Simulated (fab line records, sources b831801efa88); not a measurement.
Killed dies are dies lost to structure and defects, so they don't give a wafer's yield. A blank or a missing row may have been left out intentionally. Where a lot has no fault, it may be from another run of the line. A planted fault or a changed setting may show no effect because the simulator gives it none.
fab line records    flow sfq_line
record: lots: 15  wafers: 45  last_day: 84
route steps=325 shown M3@128 I4@175 I5@238 I7@299
lots untouched by any fault: they come from a run of this same line in which no faults occurred
start_h: hours from the record's first day to the start of the lot's first wafer shown    wait_h: how many hours have passed since the lot's step before this one    " unchanged from the row above    L1.1+2: a single row standing in for several wafers    - no value, or no start given    * or withheld: withheld    < > ~ a bound
route shown NAME@n: NAME is a module with steps in the file, n the number in the route of the first one    usual: the fault-free wafers' mean and standard deviation    same: alike in all rows    chamber/n: place in a boat    sites: readings site by site    _std_site: the standard deviation of these    _edge_site: the outer-site mean with the inner-site mean subtracted    radius_mm: for every site, how far away it sits from the centre of the wafer    mask NAME#n: copy n    behind: the tool/chamber that last shaped the wafer    hold: what put the lot on hold/how long, in hours/how the hold closed    device: which transistor (n, p or np) failed to switch    end of line: tests of these same wafers at the route's end    for a step that has no rows: nothing shown but its recipe    killed: at the first sort, the dies lost to defects and structure; wafer yield is something else    map: shows each die of a wafer: x if killed, . if not, _ if none is there
set.NAME: the setting the step ran with; set.NAME@STEP: the setting that earlier step ran with    model.NAME: the simulator's own value behind a step, which no gauge read
a sample of lots followed through the steps of the route, with each step as a table and each wafer as a row
services: the hour from which a tool's chamber was out of use, counted from the record's first day as start_h (under 0 if before that day), plus the number of hours and why
== steps ==
step: SFQ_M3_OVL_MEAS_921
usual: M3_OVL: 3/4.9
lot.wafer  tool        chamber  start_h  wait_h  M3_OVL[nm]
L859.2     overlay-02  -        639.81   0.1     3
L859.5     "           -        "        "       5
L859.6     "           -        "        "       3
L860.1     overlay-02  -        648.20   0.1     -7
L860.2     "           -        "        "       -4
L860.4     "           -        "        "       -5
L862.2     overlay-01  -        661.98   0.1     -1
L862.3     "           -        "        "       2
L862.4     "           -        "        "       3
L863.4     overlay-01  -        674.62   0.1     10
L863.5     "           -        "        "       12
L863.6     "           -        "        "       7
L865.3     overlay-01  -        686.61   0.1     7
L865.5     "           -        "        "       12
L865.6     "           -        "        "       4
L866.1     overlay-01  -        699.80   0.1     8
L866.2     "           -        "        "       1
L866.5     "           -        "        "       -1
L872.1     overlay-02  -        770.05   0.1     7
L872.2     "           -        "        "       5
L872.6     "           -        "        "       8
L873.1     overlay-01  -        780.40   0.1     0
L873.2     "           -        "        "       3
L873.4     "           -        "        "       7
L874.3     overlay-01  -        794.81   0.1     -3
L874.4     "           -        "        "       0
L874.6     "           -        "        "       -6
L875.1     overlay-01  -        798.40   0.1     3
L875.3     "           -        "        "       1
L875.5     "           -        "        "       -1
L877.3     overlay-02  -        816.41   0.1     6
L877.4     "           -        "        "       7
L877.6     "           -        "        "       -1
L878.4     overlay-02  -        818.82   0.1     0
L878.5     "           -        "        "       2
L878.6     "           -        "        "       -1
L879.1     overlay-02  -        826.00   0.1     -5
L879.5     "           -        "        "       -10
L879.6     "           -        "        "       -7
L880.2     overlay-02  -        827.21   0.1     6
L880.4     "           -        "        "       14
L880.5     "           -        "        "       6
L882.1     overlay-01  -        835.60   0.1     8
L882.4     "           -        "        "       -1
L882.5     "           -        "        "       5
step: SFQ_TRILAYER_I4_VIA_ETCH_VIA_ETCH_106
recipe: target: SiO2  stop_on: Nb  mask_material: PR  taper_deg: 20  chemistry: CHF3  target_depth_nm: 260  source_w: 500  bias_w: 80  pressure_mtorr: 30  time_s: withheld
usual: bias_w: 79.99/0.23  drypump_motor_current_A: 5.68/0.24  oes_product_au: 0.854/0.0053
lot.wafer  tool         chamber  start_h  wait_h  bias_w  drypump_motor_current_A  oes_product_au
L859.2     rie_diel-01  1        863.85   0.0     80.11   5.05                     0.855
L859.5     "            0        "        "       79.93   6.07                     0.856
L859.6     "            1        "        "       80.26   5.04                     0.852
L860.1     rie_diel-03  0        875.39   0.0     79.32   5.45                     0.842
L860.2     "            1        "        "       80.31   5.60                     0.846
L860.4     "            3        "        "       79.96   5.80                     0.847
L862.2     rie_diel-04  1        890.99   0.0     80.04   5.40                     0.859
L862.3     "            3        "        "       80.18   5.81                     0.852
L862.4     "            2        "        "       79.99   5.77                     0.851
L863.4     rie_diel-03  2        896.99   0.0     94.25   5.75                     0.845
L863.5     "            3        "        "       94.07   5.80                     0.851
L863.6     "            2        "        "       94.07   5.75                     0.848
L865.3     rie_diel-03  2        908.38   0.0     94.03   5.76                     0.866
L865.5     "            2        "        "       94.27   5.76                     0.849
L865.6     "            3        "        "       93.74   5.77                     0.850
L866.1     rie_diel-03  3        916.78   0.0     93.82   5.80                     0.855
L866.2     "            1        "        "       94.15   5.62                     0.842
L866.5     "            3        "        "       93.56   5.84                     0.853
L872.1     rie_diel-04  2        995.53   0.0     79.91   5.75                     0.855
L872.2     "            0        "        "       79.82   5.70                     0.856
L872.6     "            2        "        "       80.28   5.77                     0.852
L873.1     rie_diel-03  3        1005.13  0.0     80.29   5.83                     0.856
L873.2     "            2        "        "       80.17   5.77                     0.854
L873.4     "            0        "        "       79.78   5.42                     0.851
L874.3     rie_diel-03  1        1044.68  0.0     79.74   5.63                     0.861
L874.4     "            0        "        "       80.42   5.43                     0.862
L874.6     "            1        "        "       80.06   5.61                     0.864
L875.1     rie_diel-03  0        1190.22  0.0     80.17   5.45                     0.857
L875.3     "            1        "        "       80.03   5.64                     0.860
L875.5     "            1        "        "       80.18   5.62                     0.851
L877.3     rie_diel-03  0        1208.22  0.0     80.54   5.43                     0.846
L877.4     "            2        "        "       79.84   5.75                     0.856
L877.6     "            1        "        "       80.09   5.64                     0.853
L878.4     rie_diel-01  0        1216.81  0.1     79.71   6.10                     0.855
L878.5     "            2        "        "       79.97   5.81                     0.851
L878.6     "            1        "        "       79.97   5.02                     0.857
L879.1     rie_diel-03  2        1238.60  0.0     79.92   5.75                     0.853
L879.5     "            1        "        "       79.97   5.64                     0.853
L879.6     "            0        "        "       80.27   5.46                     0.859
L880.2     rie_diel-01  3        1248.20  0.0     80.14   5.97                     0.853
L880.4     "            2        "        "       79.80   5.82                     0.844
L880.5     "            1        "        "       79.79   5.01                     0.855
L882.1     rie_diel-01  1        1266.32  0.0     79.81   5.07                     0.857
L882.4     "            0        "        "       80.34   6.07                     0.858
L882.5     "            2        "        "       79.83   5.80                     0.854
step: SFQ_TRILAYER_I5_STRIP_STRIP_148
recipe: gas: O2  power_w: 200  platen_temp_c: 40  overash_fraction: 0.65  chemistry: O2  pressure_mtorr: 50
usual: drypump_motor_current_A: 5.4/0.38  oes_product_au: 0.997/0.0076
lot.wafer  tool          chamber  start_h  wait_h  drypump_motor_current_A  oes_product_au  rf_hours_counter_h
L859.2     rie_metal-02  0        1405.62  -       4.7                      1.004           20
L859.5     "             0        "        "       4.7                      0.996           -
L859.6     "             1        "        "       5.4                      0.995           -
L860.1     rie_metal-03  1        1416.42  -       5.3                      1.007           80
L860.2     "             1        "        "       5.3                      1.007           -
L860.4     "             1        "        "       5.3                      0.997           -
L862.2     rie_metal-02  0        1442.49  -       4.7                      0.993           26
L862.3     "             1        "        "       5.4                      0.996           -
L862.4     "             0        "        "       4.7                      0.986           -
L863.4     rie_metal-02  0        1446.29  -       4.7                      0.986           -
L863.5     "             1        "        "       5.4                      0.981           -
L863.6     "             0        "        "       4.7                      0.999           -
L865.3     rie_metal-03  1        1454.69  -       5.2                      1.002           -
L865.5     "             1        "        "       5.3                      0.999           -
L865.6     "             0        "        "       5.5                      0.996           -
L866.1     rie_metal-02  1        1459.29  -       5.4                      1.003           33
L866.2     "             0        "        "       4.7                      0.998           29
L866.5     "             1        "        "       5.4                      0.993           -
L872.1     rie_metal-01  0        1537.42  -       5.9                      0.993           37
L872.2     "             1        "        "       5.5                      0.996           16
L872.6     "             1        "        "       5.5                      0.983           -
L873.1     rie_metal-03  0        1542.22  -       5.5                      1.012           17
L873.2     "             1        "        "       5.3                      1.004           100
L873.4     "             1        "        "       5.3                      1.010           -
L874.3     rie_metal-03  1        1547.22  -       5.3                      1.013           -
L874.4     "             0        "        "       5.5                      1.007           -
L874.6     "             0        "        "       5.5                      1.012           -
L875.1     rie_metal-02  1        1586.62  -       5.4                      0.994           48
L875.3     "             1        "        "       5.4                      0.998           -
L875.5     "             0        "        "       4.7                      0.997           -
L877.3     rie_metal-01  0        1600.14  -       5.9                      1.008           -
L877.4     "             1        "        "       5.5                      1.005           -
L877.6     "             1        "        "       5.4                      1.003           -
L878.4     rie_metal-01  0        1637.02  -       5.9                      1.001           -
L878.5     "             0        "        "       5.9                      0.998           -
L878.6     "             1        "        "       5.5                      0.994           -
L879.1     rie_metal-02  0        1639.22  -       4.7                      1.006           50
L879.5     "             1        "        "       5.4                      1.003           -
L879.6     "             0        "        "       4.7                      1.010           -
L880.2     rie_metal-01  1        1645.42  -       5.5                      0.986           -
L880.4     "             1        "        "       5.5                      0.999           -
L880.5     "             1        "        "       5.5                      0.987           -
L882.1     rie_metal-01  0        1654.82  -       5.9                      0.990           47
L882.4     "             1        "        "       5.5                      0.990           -
L882.5     "             0        "        "       5.9                      0.997           -
step: SFQ_TRILAYER_I7_METRO_MEASURE_185
usual: thk_nm: 200.0/1.2
lot.wafer  tool           chamber  start_h  wait_h  thk_nm
L859.2     film_metro-04  -        1659.58  0.3     199.2
L859.5     "              -        "        "       199.9
L859.6     "              -        "        "       199.1
L860.1     film_metro-02  -        1670.45  0.1     197.4
L860.2     "              -        "        "       198.4
L860.4     "              -        "        "       198.8
L862.2     film_metro-03  -        1694.65  0.3     199.1
L862.3     "              -        "        "       199.0
L862.4     "              -        "        "       198.7
L863.4     film_metro-03  -        1698.05  0.6     199.4
L863.5     "              -        "        "       198.5
L863.6     "              -        "        "       198.9
L865.3     film_metro-04  -        1700.85  0.5     198.4
L865.5     "              -        "        "       199.7
L865.6     "              -        "        "       198.0
L866.1     film_metro-04  -        1706.45  0.1     199.8
L866.2     "              -        "        "       198.9
L866.5     "              -        "        "       200.0
L872.1     film_metro-04  -        1851.40  0.1     198.2
L872.2     "              -        "        "       200.9
L872.6     "              -        "        "       199.4
L873.1     film_metro-03  -        1855.41  0.1     199.6
L873.2     "              -        "        "       199.7
L873.4     "              -        "        "       200.8
L874.3     film_metro-03  -        1864.61  0.5     200.1
L874.4     "              -        "        "       199.7
L874.6     "              -        "        "       200.6
L875.1     film_metro-02  -        1889.51  0.1     199.1
L875.3     "              -        "        "       197.7
L875.5     "              -        "        "       199.6
L877.3     film_metro-03  -        1902.74  0.5     200.5
L877.4     "              -        "        "       199.1
L877.6     "              -        "        "       199.4
L878.4     film_metro-02  -        1929.49  0.6     201.8
L878.5     "              -        "        "       201.0
L878.6     "              -        "        "       200.4
L879.1     film_metro-03  -        1931.89  0.1     201.6
L879.5     "              -        "        "       201.0
L879.6     "              -        "        "       200.5
L880.2     film_metro-02  -        1933.11  0.3     202.1
L880.4     "              -        "        "       201.5
L880.5     "              -        "        "       202.5
L882.1     film_metro-02  -        1937.89  0.1     201.7
L882.4     "              -        "        "       201.9
L882.5     "              -        "        "       202.3
== services ==
tool           chamber  start_h  hours  kind
rie_metal-02   -        883.65   1.2    repair
rie_diel-03    0        913.36   3.7    repair
film_metro-03  -        944.18   0.7    pm
film_metro-03  -        958.07   0.8    pm
rie_diel-03    3        964.87   37.9   repair
film_metro-03  -        970.41   2.6    pm
rie_diel-03    0        974.59   1.7    repair
rie_metal-02   1        1002.11  15.7   repair
rie_diel-03    -        1026.69  2.8    pm
rie_diel-03    0        1122.19  8.6    repair
rie_diel-03    3        1127.33  3.9    repair
rie_diel-03    1        1140.85  8.7    repair
rie_diel-03    3        1454.79  23.4   repair
rie_diel-03    0        1496.92  2.2    repair
rie_diel-03    1        1502.50  3.4    repair
rie_diel-03    -        1555.22  1.1    repair
rie_diel-03    2        1608.79  3.0    repair
rie_diel-03    -        1635.77  14.6   pm
rie_diel-03    -        1772.71  0.2    repair
rie_diel-03    3        1788.68  19.7   repair
rie_diel-03    1        1794.92  3.2    repair
rie_diel-03    1        1870.11  7.6    repair
rie_diel-03    1        1895.43  2.4    repair
rie_diel-03    3        1930.67  1.4    repair
== key ==
first_sign: step: SFQ_TRILAYER_I4_VIA_ETCH_VIA_ETCH_106  reading: bias_w  direction: up  sigmas: 62  usual: 79.99  struck: 94.00
effect none on later readings
met_at SFQ_TRILAYER_I4_VIA_ETCH_VIA_ETCH_106
struck_lots L863,L865,L866
not_acting_at SFQ_M3_OVL_MEAS_921,SFQ_TRILAYER_I5_STRIP_STRIP_148,SFQ_TRILAYER_I7_METRO_MEASURE_185
onset_between 875.39 896.99
fault: kind: process_parameter_drift  tool: rie_diel-03  chamber: -  onset_h: 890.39  steps: SFQ_TRILAYER_I4_VIA_ETCH_VIA_ETCH_106  channel: bias_w  offset: 13.955  shape: step  end_h: 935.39  acts_in: these_recipes_only  stated: 80
